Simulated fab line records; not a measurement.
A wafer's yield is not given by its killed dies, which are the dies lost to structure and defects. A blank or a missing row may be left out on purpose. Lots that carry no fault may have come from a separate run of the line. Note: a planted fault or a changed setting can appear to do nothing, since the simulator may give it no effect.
Matching of chambers | flow sfq_line | pecvd-01 running SFQ_TRILAYER_I4_DEP_PECVD_099: 3 sister chambers
The step deposits SiO2 from SiH4/N2O, time 111.11 s, target thk 500 nm. 6 wafers are shown with their chamber, then 7 later ones without.

== WAFERS, EACH WITH ITS CHAMBER ==
wafer  | chamber | throttle_valve_pct (%) | heater_power_w (W)
L516.1 | 1       | 24.2                   | 76
L526.6 | 2       | 22.4                   | 82
L527.1 | 1       | 23.1                   | 66
L527.6 | 2       | 22.4                   | 79
L529.2 | 0       | 23.1                   | 73
L529.5 | 0       | 23.2                   | 78

== WAFERS WITH NO CHAMBER GIVEN ==
wafer  | throttle_valve_pct (%) | heater_power_w (W)
L529.6 | 23.1                   | 60
L531.2 | 23.2                   | 83
L531.4 | 23.1                   | 71
L531.6 | 22.5                   | 82
L532.1 | 23.4                   | 77
L532.5 | 23.1                   | 70
L532.6 | 22.7                   | 87

== WHICH CHAMBER EACH WENT THROUGH ==
wafer  | from the rows above          | in truth
L529.6 | can't be placed: 1 or 0 or 2 | 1
L531.2 | can't be placed: 0 or 2 or 1 | 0
L531.4 | can't be placed: 0 or 1 or 2 | 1
L531.6 | can't be placed: 2 or 0      | 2
L532.1 | can't be placed: 0 or 1 or 2 | 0
L532.5 | can't be placed: 0 or 1 or 2 | 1
L532.6 | can't be placed: 2 or 0      | 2
Correctly placed: 0 of 7. These rows do not allow placing 7 (true chamber among the candidates in 7). Wrongly placed: 0.
How it was worked out, from the rows above alone: a wafer's distance from a chamber is the root of the sum, over the readings, of the square of ((its reading less the chamber's mean) divided by the reading's scatter). If the next closest chamber is less than 2 further off than the closest, the wafer can't be placed; otherwise it belongs to the closest. For every chamber, the mean is computed from those of its wafers that are shown. The scatter is the square root of a quotient: the sum, over the shown wafers, of each reading's squared deviation from its chamber's mean, divided by wafers minus chambers.
